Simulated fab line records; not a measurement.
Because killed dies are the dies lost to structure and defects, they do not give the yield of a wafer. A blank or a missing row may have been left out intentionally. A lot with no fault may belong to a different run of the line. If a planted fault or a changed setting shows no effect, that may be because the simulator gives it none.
Which tool is to blame?    flow gf180mcu    6 lots with 18 wafers sampled at 2 steps, on a route of 602 steps

## WHAT THE GAUGES SHOWED, per wafer
GF_NWELL_OVL_MEAS_07.
lot   measured     on          NWELL_OVL (nm)
L244  day 3 22:52  overlay-02  4.9 1.4 1.4
L247  day 4 11:23  overlay-02  1.4 1.5 2.3
L254  day 6 04:40  overlay-02  -0.2 -0.5 1.6
L258  day 7 02:50  overlay-02  4.4 0.8 2.3
L261  day 7 12:32  overlay-01  -1.5 0.1 0.2
L265  day 8 08:08  overlay-02  0.8 2.2 -0.2

## EACH LOT AND THE TOOL THAT RAN IT (in order: tool; ch and the chambers of the sampled wafers; start)
lot   GF_DNWELL_STRIP_08
L244  plasmaAsher-01 ch 1, day 3 11:20
L247  plasmaAsher-01 ch 0,1, day 3 22:42
L254  plasmaAsher-03 ch 0,1, day 5 15:01
L258  plasmaAsher-01 ch 0,1, day 6 12:14
L261  plasmaAsher-03 ch 0,1, day 6 20:47
L265  plasmaAsher-03 ch 0,1, day 7 16:07
- GF_DNWELL_STRIP_08: strips in O2/N2.

## THE ANSWER, worked out from the rows above alone
Rule: what is usual is taken from the lots themselves. Put in order of their means at a reading, lots are off if they are a third of the lots or fewer, leave a main group of 4 or more, and stand apart from it by a gap of 3 or more times the standard deviation of the main group's means; of several such gaps the widest counts. If all means in a main group match to the digits the tables above print for the reading, that group is not used. Also off: a lot with no number at a reading for which 4 or more lots have one. Any other lot the step has rows for is counted as sound.
No lot is off on any of the readings shown, so nothing can be concluded from this.

## WHAT THE SIMULATOR HAD PUT IN
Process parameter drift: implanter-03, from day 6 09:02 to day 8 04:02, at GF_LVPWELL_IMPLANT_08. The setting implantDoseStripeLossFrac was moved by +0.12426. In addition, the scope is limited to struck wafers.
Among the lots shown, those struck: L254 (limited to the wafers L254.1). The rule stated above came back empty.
